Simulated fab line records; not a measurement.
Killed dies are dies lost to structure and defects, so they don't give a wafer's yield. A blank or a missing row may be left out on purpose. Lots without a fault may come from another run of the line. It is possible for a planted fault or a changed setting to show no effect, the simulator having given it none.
Comparing a struck lot with a sound one | flow gf180mcu | 44 out of 602 route steps
Sound: the wafers L642.1, L642.2, L642.4. Struck: wafers L651.2, L651.4, L651.5. At the end, the cause is stated.
Per side, at each step with rows, come the tool, then ch with its chambers, and then its first start. Under that, the readings that differ: sound wafers | struck wafers | difference of the means | sigmas: that difference in standard deviations of wafers without a fault.
alike: words and numbers the same on both sides, and readings whose means are apart by under 2 such deviations; not compared: readings that were withheld, readings missing a value for some wafer, numbers with overlapping values and no deviation given by the record, and bounds like >300 which may hide the same value.
The two part at a step that has a row with sigmas, a row that says differs or no value, or rows on one side only. Numbers that have no deviation but don't overlap get no sigmas and don't part them. A reading missing from all wafers of one side parts the sides only when that side holds two or more wafers.

first, 2 steps without rows for these wafers: GF_DNWELL_DEVELOP_06 (develop time 60 s); GF_DNWELL_IMPLANT_07.
GF_DNWELL_STRIP_08: strips in O2/N2.
  sound on plasma asher-01 ch 0,1, day 2 18:18; struck on plasma asher-01 ch 1, day 4 17:29
  alike: drypump motor current A, heater power w, oes product au, strip time to endpoint s
  not compared: rf hours counter h
GF_DNWELL_TW_MEAS_09:
  struck on film metro-01, day 4 17:36; sound on film metro-02, day 2 18:24
  alike: DNWELL_TW
then, 7 steps without rows for these wafers: GF_NWELL_DEHYDRATE_00 (time 60 s); GF_NWELL_HMDS_01 (prime time 60 s); GF_NWELL_COAT_02 (resist thk 3000 nm); GF_NWELL_SOFTBAKE_03; GF_NWELL_EXPOSE_04 (exposes mask Nwell, target cd 860 nm); GF_NWELL_PEB_05; GF_NWELL_DEVELOP_06 (develop time 60 s).
GF_NWELL_OVL_MEAS_07:
  struck on overlay-02, day 5 07:35; sound on overlay-02, day 3 07:27
  alike: NWELL_OVL
GF_NWELL_IMPLANT_08:
  sound on implanter-02 ch 0, day 3 07:29; struck on implanter-01 ch 0, day 5 07:38
  reading            | sound                | struck            | difference | sigmas
  tilt deg (degrees) | -0.032 -0.040 -0.016 | 3.468 3.506 3.496 | +3.519     | +99 or more
after that, 1 step had no rows for these wafers: GF_NWELL_IMPLANT_09.
GF_NWELL_STRIP_10: strips in O2/N2.
  sound on plasma asher-04 ch 0,1, day 3 07:47; struck on plasma asher-02 ch 0,1, day 5 07:55
  alike: drypump motor current A, heater power w, oes product au, strip time to endpoint s
  not compared: rf hours counter h
GF_NWELL_TW_MEAS_11:
  struck on film metro-04, day 5 08:01; sound on film metro-02, day 3 07:53
  reading  | sound          | struck         | difference | sigmas
  NWELL_TW | 1553 1566 1565 | 1730 1717 1716 | +160       | +16
then, 7 steps without rows for these wafers: GF_LVPWELL_DEHYDRATE_00 (time 60 s); GF_LVPWELL_HMDS_01 (prime time 60 s); GF_LVPWELL_COAT_02 (resist thk 3000 nm); GF_LVPWELL_SOFTBAKE_03; GF_LVPWELL_EXPOSE_04 (exposes mask LVPWELL, target cd 600 nm); GF_LVPWELL_PEB_05; GF_LVPWELL_DEVELOP_06 (develop time 60 s).
GF_LVPWELL_OVL_MEAS_07:
  struck on overlay-02, day 5 22:20; sound on overlay-01, day 3 19:58
  alike: LVPWELL_OVL
then, 2 steps without rows for these wafers: GF_LVPWELL_IMPLANT_08; GF_LVPWELL_IMPLANT_09.
GF_LVPWELL_STRIP_10: strips in O2/N2.
  sound on plasma asher-03 ch 0,1, day 3 20:17; struck on plasma asher-02 ch 0,1, day 5 22:40
  alike: drypump motor current A, heater power w, oes product au, strip time to endpoint s
  not compared: rf hours counter h
GF_LVPWELL_TW_MEAS_11:
  struck on film metro-04, day 5 22:46; sound on film metro-02, day 3 20:23
  alike: LVPWELL_TW
then, 7 steps without rows for these wafers: GF_MVSD_DEHYDRATE_00 (time 60 s); GF_MVSD_HMDS_01 (prime time 60 s); GF_MVSD_COAT_02 (resist thk 3000 nm); GF_MVSD_SOFTBAKE_03; GF_MVSD_EXPOSE_04 (exposes mask MVSD, target cd 1000 nm); GF_MVSD_PEB_05; GF_MVSD_DEVELOP_06 (develop time 60 s).
GF_MVSD_OVL_MEAS_07:
  struck on overlay-02, day 6 14:17; sound on overlay-02, day 4 10:14
  alike: MVSD_OVL
then, 2 steps without rows for these wafers: GF_MVSD_IMPLANT_08; GF_MVSD_IMPLANT_09.
GF_MVSD_STRIP_10: strips in O2/N2.
  sound on plasma asher-02 ch 0,1, day 4 10:34; struck on plasma asher-04 ch 0, day 6 14:37
  alike: drypump motor current A, heater power w, oes product au, strip time to endpoint s
  not compared: rf hours counter h
GF_MVSD_TW_MEAS_11:
  struck on film metro-01, day 6 14:43; sound on film metro-04, day 4 10:40
  reading | sound          | struck         | difference | sigmas
  MVSD_TW | 1590 1586 1577 | 1558 1557 1551 | -29        | -3
then, 2 steps without rows for these wafers: GF_MVPSD_DEHYDRATE_00 (time 60 s); GF_MVPSD_HMDS_01 (prime time 60 s).
-- the record jumps here: 3 days lie between the struck wafers' starts before and after --
GF_VT_IMPLANT_RS_MEAS_47: the measuring method here is four-point-probe.
  struck on film metro-01, day 10 01:02; sound on film metro-02, day 7 13:22
  reading           | sound             | struck            | difference | sigmas
  NWELL_RS (ohm/sq) | 486.8 487.9 487.5 | 634.8 634.3 637.1 | +148.0     | +99 or more
GF_PASSIVATION_PROBE_99:
  the record holds rows for the sound wafers here (prober-01, day 29 02:29) but none for the struck ones

## WHERE THEY PART
Earliest at GF_NWELL_IMPLANT_08; latest, in this record, at GF_PASSIVATION_PROBE_99.

WHY: what the simulator had put in
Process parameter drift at GF_NWELL_IMPLANT_08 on implanter-01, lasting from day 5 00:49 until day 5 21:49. Setting tilt deg, moved by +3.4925, from 0. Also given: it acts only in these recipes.
